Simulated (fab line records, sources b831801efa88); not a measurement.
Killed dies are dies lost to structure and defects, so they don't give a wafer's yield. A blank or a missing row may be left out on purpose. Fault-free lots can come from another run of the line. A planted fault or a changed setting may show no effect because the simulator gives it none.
A struck lot beside a sound one | flow sky130 | 22 out of 708 route steps
Sound: wafers L910.1, L910.4, L910.6. The struck wafers were L917.1, L917.5, L917.6. The cause is named last.
Each step with rows lists, per side, the tool, then ch with its chambers, then its first start. Under that, the readings that differ: sound wafers | struck wafers | difference of the means | sigmas: that difference in standard deviations of wafers without a fault.
alike: readings whose means differ by less than 2 such deviations, and words and numbers that are the same on both sides. not compared: withheld readings, readings that some wafer has no value for, bounds like >300 that may hide the same value, and numbers for which the record gives no deviation and whose values overlap.
Wherever a step has rows on one side only, a row that says differs or no value, or a row with sigmas, the two part there. Non-overlapping numbers with no deviation appear without sigmas and do not part them. A reading that every wafer of one side lacks parts them only if that side has two wafers or more.

first, 4 steps without rows for these wafers: SKY_NWELL_SOFTBAKE_06; SKY_NWELL_EXPOSE_07 (exposes mask NWM, target cd 840 nm); SKY_NWELL_PEB_08; SKY_NWELL_DEVELOP_09 (develop time 60 s).
SKY_NWELL_OVL_MEAS_10:
  struck on overlay-01, day 6 21:35; sound on overlay-01, day 4 22:09
  alike: NWELL_00_OVL
then, 3 steps without rows for these wafers: SKY_NWELL_IMPLANT_11; SKY_NWELL_IMPLANT_12; SKY_NWELL_IMPLANT_13.
SKY_NWELL_STRIP_14: strips in O2/N2.
  sound on plasma_asher-02 ch 0,1, day 4 22:38; struck on plasma_asher-04 ch 0,1, day 6 22:05
  alike: drypump_motor_current_A, oes_product_au, strip_time_to_endpoint_s
  not compared: rf_hours_counter_h
SKY_NWELL_TW_MEAS_15:
  struck on film_metro-04, day 6 22:11; sound on film_metro-01, day 4 22:44
  reading  | sound          | struck         | difference | sigmas
  NWELL_TW | 1789 1790 1805 | 1827 1839 1823 | +35        | +2
then, 2 steps without rows for these wafers: SKY_NWELL_DEHYDRATE_16 (time 60 s); SKY_NWELL_HMDS_17 (prime time 60 s).
SKY_NWELL_COAT_18: resist thk 3000 nm.
  sound on litho_track-03 ch 0, day 5 06:15; struck on litho_track-03 ch 0, day 7 08:21
  reading                                 | sound          | struck         | difference | sigmas
  model.coat_of_NWELL_COAT_18.thk_nm (nm) | 3003 2997 3011 | 1700 1697 1703 | -1304      |
  alike: chill_plate_temp_C, spin_speed_rpm
then, 3 steps without rows for these wafers: SKY_NWELL_SOFTBAKE_19; SKY_NWELL_EXPOSE_20 (exposes mask NWM COMPLEMENT, target cd 840 nm); SKY_NWELL_PEB_21.
SKY_NWELL_DEVELOP_22: develop time 60 s.
  sound on litho_track-03 ch 0; struck on litho_track-03 ch 0
  reading                                 | sound          | struck         | difference | sigmas
  model.coat_of_NWELL_COAT_18.thk_nm (nm) | 2999 2993 3007 | 1696 1693 1699 | -1304      |
  alike: chill_plate_temp_C
SKY_NWELL_OVL_MEAS_23:
  struck on overlay-01, day 7 18:54; sound on overlay-02, day 5 16:42
  alike: NWELL_01_OVL
next, for these wafers, 1 step has no rows: SKY_NWELL_IMPLANT_24.
SKY_NWELL_STRIP_25: strips in O2/N2.
  sound on plasma_asher-01 ch 0,1, day 5 16:53; struck on plasma_asher-04 ch 0,1, day 7 19:05
  reading                      | sound             | struck            | difference | sigmas
  oes_product_au (a.u.)        | 0.729 0.721 0.727 | 0.721 0.716 0.712 | -0.009     | -2
  strip_time_to_endpoint_s (s) | 36.92 36.88 37.04 | 21.82 21.78 21.86 | -15.13     | -99 or more
  alike: drypump_motor_current_A
  not compared: rf_hours_counter_h
SKY_NWELL_TW_MEAS_26:
  struck on film_metro-01, day 7 19:11; sound on film_metro-04, day 5 16:59
  alike: NWELL_2_TW
-- the record jumps here: 41 days lie between the struck wafers' starts before and after (it left off in module NWELL and takes up again in module PAD_OPEN, whose first step shown is number 708 of the route) --
SKY_PAD_OPEN_PROBE_99:
  struck on prober-01, day 48 11:44; sound on prober-01, day 47 04:25
  reading                                 | sound                         | struck                        | difference | sigmas
  model.etest.nfet_16v.r_on_ohm_um        | 1.428e+04 1.423e+04 1.429e+04 | 1.475e+04 1.461e+04 1.488e+04 | +4.800e+02 |
  model.etest.pfet_16v.r_on_ohm_um        | 1.567e+04 1.52e+04 1.539e+04  | 1.452e+04 1.416e+04 1.452e+04 | -1.020e+03 |
  model.etest.res_iso_pwell.width_nm (nm) | 2646 2645 2647                | 2752 2748 2744                | +102       |
  model.etest.res_nwell.width_nm (nm)     | 843.2 844.3 843.5             | 800.5 795.5 796               | -46.3      |
  model.etest.pfet_16v.drive_ua_um        | 242.7 246.9 244.2             | 257.1 261.1 255               | +13.1      |

WHERE THEY PART
At SKY_NWELL_TW_MEAS_15 first; at SKY_NWELL_STRIP_25 last (within this record only). Later steps at which nothing parts them and some readings are alike: SKY_NWELL_TW_MEAS_26.

WHY: whatever the simulator had introduced
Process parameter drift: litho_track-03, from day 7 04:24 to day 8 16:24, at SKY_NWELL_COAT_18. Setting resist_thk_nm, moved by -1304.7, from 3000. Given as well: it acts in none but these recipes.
